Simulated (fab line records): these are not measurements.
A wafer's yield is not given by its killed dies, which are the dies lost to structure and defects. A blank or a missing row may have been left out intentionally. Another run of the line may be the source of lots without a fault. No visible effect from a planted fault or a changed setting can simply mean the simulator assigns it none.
8D (eight disciplines) problem report, filled in by code -- flow sky130 -- the parts of the form that need people (team, actions taken, sign-off) are left out

== 1. THE PROBLEM ==
SKY_VIA2_STRIP_16, stripTimeToEndpointS: mean 3.38 s over 1 wafer from 1 lot; wafers with no fault: 4.05 s, standard deviation 0.041. Measured from the usual mean, that is -16 standard deviations.
The step: strips in O2/N2.
Earliest sighting: wafer L838.4 on plasmaAsher-01 at day 42 14:32. The record has a number at this step for 33 wafers belonging to 11 lots. The rule behind "out" and "out of limits": a value lying over 4 standard deviations away from the usual mean. All remaining wafers that have a number are taken as sound.

== 2. WHAT THIS IS AND IS NOT ==
question,is,is not
which readings at this step,"stripTimeToEndpointS, oesProductAu",drypumpMotorCurrentA
which lots,L838,"L817, L819, L822, L823, L825, L826, L827, L828, L839, L840"
which wafers of those lots,L838.4,"L838.5, L838.6"
read on which tools,plasmaAsher-01,"plasmaAsher-02, plasmaAsher-03"
when,from day 42 14:32,"up to then (26 sound wafers); but 6 sound wafers of L839, L840 came after"

== 3. WHAT RULES OUT EACH SUSPECT ==
Counting: if a tool at a process step up to the reading ran every lot that is out, it stays a suspect. Sound lots after the first of them don't rule it out here, since some wafers of a struck lot are sound.
- rieDiel-02 at SKY_VIA2_ETCH_15 (etches SiO2 in C4F8/O2/Ar, stops on TiN, target depth 546 nm, time 84 s): kept. It processed L838, the lot that is out, at day 42 14:26, and its most recent sound lot before then was L826 at day 39 01:14.
- plasmaAsher-01 at SKY_VIA2_STRIP_16 (strips in O2/N2): kept. It processed L838, the lot that is out, at day 42 14:32, and its most recent sound lot before then was L827 at day 39 10:05. On those wafers its own readings are out: oesProductAu, stripTimeToEndpointS.
- rieDiel-02, SKY_VIA2_ETCH_15: wafers that are out in chamber 3, sound lot-mates in chambers 0, 1.
What counting leaves: rieDiel-02 at SKY_VIA2_ETCH_15 and plasmaAsher-01 at SKY_VIA2_STRIP_16.

== 4. THE CAUSE (what the simulator had put in) ==
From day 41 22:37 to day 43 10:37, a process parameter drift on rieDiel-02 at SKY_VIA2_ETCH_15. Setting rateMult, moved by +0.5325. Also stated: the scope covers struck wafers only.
Counting left 2 suspects, and this tool is among them.

== 5. SEQUENCE OF EFFECTS, ordered by route ==
One row per reading whose mean, taken over the struck wafers that have a number, lies over 3 standard deviations from the usual. Readings are gone through only where the record gives a usual standard deviation; hours: the median, over the lots, of the time from a lot's start at the first step in this table giving one to that lot's start at this step; sigmas: the change measured in usual standard deviations.
hours,step,reading,usual,on struck wafers,change,sigmas
0,SKY_VIA2_STRIP_16,oesProductAu,0.399 a.u.,0.364,-0.035,-6.9
0,SKY_VIA2_STRIP_16,stripTimeToEndpointS,4.05 s,3.38,-0.67,-16
Here are the process steps it includes:
- SKY_VIA2_STRIP_16: strips in O2/N2.

== 6. HOW IT WOULD HAVE BEEN CAUGHT EARLIER ==
16 hours passed between the start of the fault at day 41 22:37 and the first reading out of limits in this record, taken at day 42 14:32.
No tool reading at SKY_VIA2_ETCH_15 that has a usual standard deviation in the record was out on any struck wafer, so an alarm limit of 4 standard deviations on those readings would not have fired.
Lots out: 1; all had begun SKY_VIA2_ETCH_15 on rieDiel-02 by day 42 14:32. Had the tool been put on hold then, not one of them would have been saved.
